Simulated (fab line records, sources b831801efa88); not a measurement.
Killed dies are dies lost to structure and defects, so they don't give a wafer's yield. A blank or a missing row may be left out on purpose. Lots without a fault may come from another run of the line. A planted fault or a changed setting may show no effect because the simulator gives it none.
Which tool did it? | flow gf180mcu | 24 lots, 72 wafers sampled, at 3 steps of a route of 602

WHAT THE GAUGES READ, wafer by wafer
GF_NWELL_OVL_MEAS_07. Usual: NWELL_OVL 0.9 nm, standard deviation 1.5.
lot  | measured    | on         | NWELL_OVL (nm) | flag
L074 | day 3 08:40 | overlay-01 | 1.1 0.3 0.3    |
L075 | day 3 13:28 | overlay-02 | 2.9 1.8 1.8    |
L076 | day 3 18:34 | overlay-01 | -0.3 0.9 0.2   |
L077 | day 4 00:02 | overlay-01 | 1.7 2.3 0.6    |
L078 | day 4 06:35 | overlay-02 | -1.5 2.0 0.0   |
L079 | day 4 12:25 | overlay-01 | 1.5 1.0 0.8    |
L080 | day 4 17:58 | overlay-02 | -0.6 -1.2 1.2  |
L081 | day 4 22:32 | overlay-01 | 1.3 1.5 2.3    |
L082 | day 5 06:07 | overlay-02 | 1.2 0.3 2.3    |
L083 | day 5 09:41 | overlay-02 | 3.1 3.1 3.0    |
L084 | day 5 13:40 | overlay-01 | 0.2 1.8 1.5    |
L085 | day 5 17:53 | overlay-01 | 3.0 3.1 0.8    |
L086 | day 5 23:20 | overlay-01 | -2.3 -1.4 -0.1 |
L087 | day 6 04:35 | overlay-02 | 1.9 3.0 0.7    |
L088 | day 6 17:19 | overlay-02 | 0.1 -0.2 0.5   |
L089 | day 6 23:10 | overlay-02 | -0.4 2.3 -1.4  |
L090 | day 7 02:11 | overlay-01 | -1.6 0.5 -1.0  |
L091 | day 7 05:20 | overlay-01 | 1.7 2.0 4.0    |
L092 | day 7 13:34 | overlay-02 | -0.2 -0.2 1.4  |
L093 | day 7 19:43 | overlay-02 | -0.3 -1.0 1.0  |
L094 | day 7 23:09 | overlay-01 | 0.3 3.1 1.8    |
L095 | day 8 06:46 | overlay-02 | -3.2 -2.1 -2.7 |
L096 | day 8 07:43 | overlay-01 | 0.6 -0.8 0.7   |
L097 | day 8 12:34 | overlay-01 | -0.9 -0.7 0.9  |

GF_V4_THK_MEAS_25: measures by xrf. Usual: V4_W_THK 359 nm, standard deviation 6.
lot  | measured     | on            | V4_W_THK (nm) | flag
L074 | day 24 07:28 | film_metro-03 | 357 353 352   |
L075 | day 24 19:31 | film_metro-03 | 356 366 356   |
L076 | day 25 04:34 | film_metro-03 | 362 352 364   |
L077 | day 25 12:20 | film_metro-02 | 364 372 365   |
L078 | day 25 23:42 | film_metro-01 | 361 361 360   |
L079 | day 26 08:43 | film_metro-03 | 362 363 357   |
L080 | day 26 14:56 | film_metro-01 | 364 348 361   |
L081 | day 26 23:38 | film_metro-03 | 353 357 361   |
L082 | day 27 04:37 | film_metro-03 | 362 354 365   |
L083 | day 27 18:27 | film_metro-02 | 360 362 367   |
L084 | day 27 20:44 | film_metro-03 | 354 361 353   |
L085 | day 27 23:53 | film_metro-01 | 371 358 371   |
L086 | day 28 09:13 | film_metro-01 | 357 362 356   |
L087 | day 28 18:43 | film_metro-02 | 366 363 365   |
L088 | day 29 10:56 | film_metro-01 | 359 364 361   |
L089 | day 29 15:08 | film_metro-02 | 367 371 356   |
L090 | day 29 17:34 | film_metro-01 | 347 366 364   |
L091 | day 29 21:41 | film_metro-03 | 344 346 362   |
L092 | day 30 05:35 | film_metro-02 | 354 356 359   |
L093 | day 30 18:19 | film_metro-01 | 366 349 369   |
L094 | day 30 15:52 | film_metro-02 | 360 352 358   |
L095 | day 31 03:25 | film_metro-02 | 359 359 359   |
L096 | day 31 04:24 | film_metro-03 | 352 369 351   |
L097 | day 31 07:31 | film_metro-02 | 374 356 356   |

WHICH TOOL RAN EACH LOT (tool, then ch and the chambers of the sampled wafers, then the start)
lot  | GF_M1_SPUTTER_04
L074 | pvd_sputter-01, day 15 23:22
L075 | pvd_sputter-04, day 16 12:55
L076 | pvd_sputter-04, day 16 22:11
L077 | pvd_sputter-01, day 17 06:32
L078 | pvd_sputter-04, day 17 17:58
L079 | pvd_sputter-04, day 18 02:31
L080 | pvd_sputter-01, day 18 11:03
L081 | pvd_sputter-01, day 18 21:59
L082 | pvd_sputter-04, day 19 04:24
L083 | pvd_sputter-04, day 19 19:53
L084 | pvd_sputter-01, day 19 22:32
L085 | pvd_sputter-04, day 20 01:27
L086 | pvd_sputter-03, day 20 14:11
L087 | pvd_sputter-04, day 21 01:27
L088 | pvd_sputter-01, day 21 20:59
L089 | pvd_sputter-01, day 22 01:00
L090 | pvd_sputter-04, day 22 03:49
L091 | pvd_sputter-01, day 22 09:14
L092 | pvd_sputter-01, day 22 21:07
L093 | pvd_sputter-04, day 23 11:11
L094 | pvd_sputter-03, day 23 10:29
L095 | pvd_sputter-01, day 24 00:20
L096 | pvd_sputter-04, day 24 01:01
L097 | pvd_sputter-03, day 24 04:57
- GF_M1_SPUTTER_04: material TiN, target thk 50 nm, time 41.7 s.

WHAT THE TOOLS THEMSELVES READ (means of the sampled wafers that have a number; where no wafer has one, the mark that the record gives instead)
GF_M1_SPUTTER_04. Usual: chamber_pressure_pa 0.4000 Pa, standard deviation 0.00074; throttle_valve_pct 30.1 %, standard deviation 1.1.
lot  | tool           | chamber_pressure_pa (Pa) | throttle_valve_pct (%) | flag
L074 | pvd_sputter-01 | 0.4004                   | 29.5                   |
L075 | pvd_sputter-04 | 0.4006                   | 31.0                   |
L076 | pvd_sputter-04 | 0.3989                   | 30.1                   |
L077 | pvd_sputter-01 | 0.4008                   | 28.9                   |
L078 | pvd_sputter-04 | 0.4001                   | 30.7                   |
L079 | pvd_sputter-04 | 0.4001                   | 30.7                   |
L080 | pvd_sputter-01 | 0.3997                   | 29.5                   |
L081 | pvd_sputter-01 | 0.4005                   | 29.1                   |
L082 | pvd_sputter-04 | 0.4003                   | 30.9                   |
L083 | pvd_sputter-04 | 0.3998                   | 30.1                   |
L084 | pvd_sputter-01 | 0.4002                   | 29.3                   |
L085 | pvd_sputter-04 | 0.4005                   | 30.7                   |
L086 | pvd_sputter-03 | 0.4000                   | 29.9                   |
L087 | pvd_sputter-04 | 0.3999                   | 30.5                   |
L088 | pvd_sputter-01 | 0.3999                   | 29.9                   |
L089 | pvd_sputter-01 | 0.4000                   | 29.5                   |
L090 | pvd_sputter-04 | 0.3990                   | 30.4                   |
L091 | pvd_sputter-01 | 0.4006                   | 29.5                   |
L092 | pvd_sputter-01 | 0.3995                   | 29.4                   |
L093 | pvd_sputter-04 | 0.3997                   | 30.2                   |
L094 | pvd_sputter-03 | 0.3996                   | 31.6                   |
L095 | pvd_sputter-01 | 0.4003                   | 29.6                   |
L096 | pvd_sputter-04 | 0.3996                   | 30.9                   |
L097 | pvd_sputter-03 | 0.3997                   | 30.8                   |

THE ANSWER, worked out from the rows above alone
Rule: a lot is off if the mean of its wafers that have a number lies more than 3 standard deviations from the usual mean. A lot without any number at a reading at which 4 lots or more have one is off too. The other lots that the step has rows for count as sound. The gauges are gone through in route order, then the tools' own readings, and for those a lot's mean is taken as printed above. The first step at which some lot is off is used, and at that step the reading that is off furthest; a lot without a number counts as furthest.
No lot is off at any reading shown: from this, nothing can be told.

WHAT THE SIMULATOR HAD PUT IN
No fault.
